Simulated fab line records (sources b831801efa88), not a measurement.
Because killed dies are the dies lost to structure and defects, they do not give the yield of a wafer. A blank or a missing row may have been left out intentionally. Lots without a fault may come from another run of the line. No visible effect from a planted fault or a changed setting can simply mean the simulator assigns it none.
Which of the tools did it?    flow gf180mcu    14 lots, 38 wafers sampled, at 2 steps of a route of 602

WHAT THE GAUGES READ, wafer by wafer
GF_V2_OVL_MEAS_15.
lot   measured      on          V2_OVL (nm)
L247  day 20 17:29  overlay-02  11 -1 8
L250  day 21 18:40  overlay-02  9
L252  day 22 14:05  overlay-01  -6
L253  day 22 23:56  overlay-02  3 2 3
L255  day 23 11:26  overlay-02  1 0 1
L258  day 24 14:57  overlay-02  3 6 7
L259  day 24 22:56  overlay-01  4 2 -6
L260  day 25 08:32  overlay-01  0 -4 2
L261  day 25 17:43  overlay-01  2 -3 -10
L263  day 26 06:02  overlay-01  4 1 -8
L266  day 26 22:50  overlay-02  7 3 2
L267  day 27 05:44  overlay-02  -6 -4 -4
L268  day 27 16:27  overlay-01  9 -5 -4
L269  day 28 01:00  overlay-01  2 1 2

GF_M3_CD_MEAS_14 targets a cd of 280 nm.
lot   measured      on         cd_nm (nm)
L247  day 21 19:55  cd_sem-01  279.4 281.1 281.0
L250  day 22 19:49  cd_sem-02  279.5
L252  day 23 14:22  cd_sem-02  279.3
L253  day 23 23:58  cd_sem-02  280.4 279.3 279.3
L255  day 24 10:37  cd_sem-02  280.7 279.9 280.8
L258  day 25 13:41  cd_sem-02  279.4 279.5 280.8
L259  day 25 22:16  cd_sem-02  283.6 282.0 282.2
L260  day 26 07:16  cd_sem-01  281.8 282.3 281.6
L261  day 26 16:41  cd_sem-02  281.8 281.7 281.0
L263  day 27 04:17  cd_sem-01  280.9 280.1 281.6
L266  day 27 21:23  cd_sem-01  281.4 280.4 280.6
L267  day 28 03:31  cd_sem-02  277.8 278.5 278.8
L268  day 28 13:58  cd_sem-01  283.6 283.0 282.5
L269  day 28 21:23  cd_sem-01  280.1 281.1 280.9

TOOL THAT RAN EACH LOT (tool first, then ch and the chambers of the sampled wafers, then the start)
The record shows no process step preceding these readings.

AS READ BY THE TOOLS THEMSELVES (means over the sampled wafers that have a number; for cases with no such wafer, the mark the record gives instead)
The record holds no such reading with a usual standard deviation.

THE ANSWER, worked out from the rows above alone
Rule: usual is defined by the lots themselves. Put in order of their means at a reading, lots are off if they are a third of the lots or fewer, leave a main group of 4 or more, and stand apart from it by a gap of 3 or more times the standard deviation of the main group's means; of several such gaps the widest counts. A main group whose means are all the same, to the digits that the tables above print for the reading, isn't used. Also off: a lot with no number at a reading for which 4 or more lots have one. Any other lot the step has rows for is counted as sound. The gauges are gone through in route order, then the tools' own readings, and for those a lot's mean is taken as printed above. At the first step where some lot is off, the reading lying furthest off is the one used; lots without a number count as furthest.
No lot is off at any reading shown: from this, nothing can be told.

WHAT THE SIMULATOR HAD INSERTED
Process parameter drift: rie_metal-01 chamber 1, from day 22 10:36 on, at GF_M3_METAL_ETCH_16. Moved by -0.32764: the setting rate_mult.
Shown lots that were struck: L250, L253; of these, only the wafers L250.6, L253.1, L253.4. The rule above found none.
